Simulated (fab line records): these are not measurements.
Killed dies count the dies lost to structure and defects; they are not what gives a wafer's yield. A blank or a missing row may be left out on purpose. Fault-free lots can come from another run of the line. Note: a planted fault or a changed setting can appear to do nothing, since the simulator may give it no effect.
2 desks, one fault | flow gf180mcu | numbers are kept per desk, each desk with only its own; the story behind them comes last

## THE METROLOGY DESK
Means of the sampled wafers that have a number, per lot and without regard to the tool the lot ran on: this is what the gauges read. The brackets show how far a lot's mean lies from the usual mean; more than 4 standard deviations puts the lot out of limits, marked OUT.
Columns: A = NSD_RS at GF_PSD_RS_MEAS_14, usual 46.07 ohm/sq; B = cd nm at GF_SAB_CD_MEAS_09, usual 418.8 nm
lot  | first seen here | A     | B
L499 | day 14 07:37    | 46.13 | 419.7
L500 | day 14 13:29    | 46.11 | 420.1
L503 | day 15 16:23    | 46.16 | 419.3
L504 | day 16 01:19    | 46.05 | 420.4
L505 | day 16 03:26    | 46.07 | 420.0
L511 | day 18 07:02    | 46.13 | 407.3 (-6.8) OUT
L513 | day 19 02:37    | 46.07 | 408.6 (-6.0) OUT
L518 | day 20 20:38    | 45.97 | 418.0
L519 | day 21 14:43    | 46.03 | 417.0
L520 | day 21 20:34    | 45.96 | 419.0
L521 | day 22 07:01    | 46.05 | 419.3
L522 | day 22 07:14    | 46.03 | 418.6
This desk's verdict: out of limits on L511, L513, starting with L511 at day 19 06:50 (cd nm at GF_SAB_CD_MEAS_09). Within limits: L499, L500, L503, L504, L505, L518, L519, L520, L521, L522.

## DESK OF THE TOOL OWNER: litho track-03
The tool's own readings at GF_SAB_COAT_04 (resist thk 1000 nm): means of the sampled wafers that have a number, for each lot that ran on this tool. The brackets show how far a lot's mean lies from the usual mean; more than 4 standard deviations puts the lot out of limits, marked OUT.
Columns: A = spin speed rpm at GF_SAB_COAT_04, usual 3000.2 rpm
lot  | first seen here | A
L500 | day 14 23:56    | 2999.2
L503 | day 16 03:07    | 2999.4
L504 | day 16 11:28    | 3002.7
L511 | day 18 19:03    | 3648.8 (+99 or more) OUT
L513 | day 19 14:04    | 3648.6 (+99 or more) OUT
L519 | day 22 02:28    | 3002.8
This desk's verdict: out of limits on L511, L513, starting with L511 at day 18 19:03 (spin speed rpm at GF_SAB_COAT_04). Within limits: L500, L503, L504, L519.

## ALL TOGETHER
At day 18 19:03, on L511, L513, the tool owner's desk was in a position to raise an alarm.
At day 19 06:50 the metrology desk could have sounded an alarm, on L511, L513.
All the named lots went through GF_SAB_COAT_04 on litho track-03.

## WHAT THE SIMULATOR HAD PUT IN
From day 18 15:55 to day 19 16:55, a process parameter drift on litho track-03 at GF_SAB_COAT_04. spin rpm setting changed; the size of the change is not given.
Struck lots among those shown: L511, L513.
Fault start to first reading out of limits, in hours, per desk: tool owner, 3; metrology, 15.
